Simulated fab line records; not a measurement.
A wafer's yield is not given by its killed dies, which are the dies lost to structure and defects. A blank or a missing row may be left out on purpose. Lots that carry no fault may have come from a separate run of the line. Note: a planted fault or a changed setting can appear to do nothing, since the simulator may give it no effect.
Comparing a struck lot with a sound one ; flow gf180mcu ; 15 out of 602 route steps
Sound: these wafers, L390.2, L390.3, L390.4. Wafers struck: L380.3, L380.4, L380.5. At the end, the cause is stated.
Per side, at each step with rows, come the tool, then ch with its chambers, and then its first start. Under that, the readings that differ: sound wafers ; struck wafers ; difference of the means ; sigmas: that difference in standard deviations of wafers without a fault.
alike: a reading whose means differ by less than 2 such deviations, as well as words and numbers matching on both sides. not compared: withheld readings; readings where some wafer has no value; bounds like >300 that might hide an equal value; numbers whose values overlap and for which the record gives no deviation.
Wherever a step has rows on one side only, a row that says differs or no value, or a row with sigmas, the two part there. Numbers that have no deviation but don't overlap get no sigmas and don't part them. A reading missing from all wafers of one side parts the sides only when that side holds two or more wafers.

first, 9 steps without rows for these wafers: GF_MIM_STRIP_21 (strips in post etch residue remover, time 1200 s); GF_MIM_CLEAN_22 (cleans in DIW); GF_M5_DEHYDRATE_00 (time 60 s); GF_M5_HMDS_01 (prime time 60 s); GF_M5_COAT_02 (resist thk 1000 nm); GF_M5_SOFTBAKE_03 (time 60 s); GF_M5_EXPOSE_04 (exposes mask Metal5, target cd 280 nm); GF_M5_PEB_05 (peb time 90 s); GF_M5_DEVELOP_06 (develop time 60 s).
GF_M5_CD_MEAS_07: the cd target is 280 nm.
  sound on cd-sem-01, day 31 02:19; struck on cd-sem-02, day 28 14:57
  alike: cd-nm
GF_M5_OVL_MEAS_08:
  sound on overlay-02, day 31 02:25; struck on overlay-02, day 28 15:02
  alike: M5_OVL
GF_M5_ETCH_09: etches Si3N4 in CF4/O2, target depth 52 nm, time 11.6 s.
  sound on rie-diel-01 ch 0,2,3, day 31 02:27; struck on rie-diel-02 ch 1,2,3, day 28 15:04
  alike: O2_flow_sccm, bias-w, drypump-motor-current-A, oes-product-au, throttle-valve-pct
  not compared: rf-hours-counter-h
GF_M5_METAL_ETCH_10: etches the open film in Cl2/BCl3, stops on SiO2, target depth 627.5 nm, time 104.6 s.
  sound on rie-metal-02 ch 0,1, day 31 02:29; struck on rie-metal-01 ch 0,1, day 28 15:08
  no value came back on the struck wafers for any of 5 readings (bcl3-flow-sccm (sccm), bias-w (W) and others); on the sound wafers bcl3-flow-sccm (sccm) reads 40.25 40.13 40.04
reading;sound;struck;difference;sigmas
model.KrF_of_M5_COAT_02.thk-nm (nm);690.5 688.6 693.6;946 946.7 947.5;+256;
  not compared: rf-hours-counter-h
GF_M5_STRIP_11: strips in O2/N2.
  sound on plasma-asher-02 ch 0,1, day 31 02:35; struck on plasma-asher-03 ch 0,1, day 28 15:14
reading;sound;struck;difference;sigmas
oes-product-au (a.u.);0.539 0.535 0.537;0.642 0.644 0.639;+0.105;+22
strip-time-to-endpoint-s (s);7.44 7.42 7.48;9.93 9.92 9.94;+2.48;+64
  alike: drypump-motor-current-A, heater-power-w
  not compared: rf-hours-counter-h
then, 1 step without rows for these wafers: GF_M5_STRIP_12 (strips in post etch residue remover, time 1200 s).

## WHERE THEY PART
Last at GF_M5_STRIP_11 as far as this record goes, first at GF_M5_METAL_ETCH_10.

WHY: the cause the simulator had injected
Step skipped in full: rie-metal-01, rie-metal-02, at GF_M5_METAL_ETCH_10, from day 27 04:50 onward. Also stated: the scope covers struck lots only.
